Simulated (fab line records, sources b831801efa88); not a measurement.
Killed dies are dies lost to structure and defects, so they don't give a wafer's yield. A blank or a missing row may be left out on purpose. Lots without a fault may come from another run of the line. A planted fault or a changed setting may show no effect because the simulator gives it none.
Chamber matching | flow gf180mcu | GF_V4_CVD_00 on hdpcvd-02: 3 sister chambers
The step deposits SiO2, target thk 600 nm, time 100 s. 16 wafers are shown with their chamber, then 8 later ones without.

WAFERS WITH THEIR CHAMBER
wafer  | chamber | sih4_flow_sccm (sccm)
L966.3 | 0       | 60.22
L966.5 | 1       | 60.34
L966.6 | 2       | 60.13
L970.4 | 0       | 59.94
L970.5 | 2       | 59.77
L970.6 | 1       | 59.95
L971.1 | 2       | 60.09
L971.3 | 0       | 59.91
L971.4 | 0       | 60.07
L974.3 | 0       | 60.19
L974.5 | 2       | 60.06
L974.6 | 0       | 60.15
L975.1 | 1       | 60.10
L975.3 | 2       | 59.93
L975.6 | 1       | 59.96
L986.2 | 0       | 60.05

SIGNATURES (means of the wafers above)
reading        | chamber 0 | chamber 1 | chamber 2 | scatter within a chamber
sih4_flow_sccm | 60.0757   | 60.0875   | 59.9960   | 0.144
Rule: a wafer's distance from a chamber is the root of the sum, over the readings, of the square of ((its reading less the chamber's mean) divided by the reading's scatter). The wafer belongs to the nearest chamber; if the next one is less than 2 further off, it can't be placed. The scatter: the root of (the sum of the squares of (reading less its chamber's mean) over the shown wafers, divided by (wafers less chambers)).

WAFERS WITHOUT THEIR CHAMBER
wafer  | sih4_flow_sccm (sccm)
L986.3 | 59.82
L986.4 | 60.02
L988.1 | 60.06
L988.2 | 60.09
L988.3 | 60.02
L989.2 | 60.15
L989.5 | 59.74
L989.6 | 59.90

WHICH CHAMBER EACH WENT THROUGH
wafer  | from the rows above          | in truth
L986.3 | can't be placed: 2 or 0 or 1 | 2
L986.4 | can't be placed: 2 or 0 or 1 | 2
L988.1 | can't be placed: 0 or 1 or 2 | 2
L988.2 | can't be placed: 1 or 0 or 2 | 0
L988.3 | can't be placed: 2 or 0 or 1 | 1
L989.2 | can't be placed: 1 or 0 or 2 | 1
L989.5 | can't be placed: 2 or 0 or 1 | 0
L989.6 | can't be placed: 2 or 0 or 1 | 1
Placed correctly: 0 of 8. Can't be placed from these rows: 8 (the true chamber is among the candidates in 8). Placed wrongly: 0.
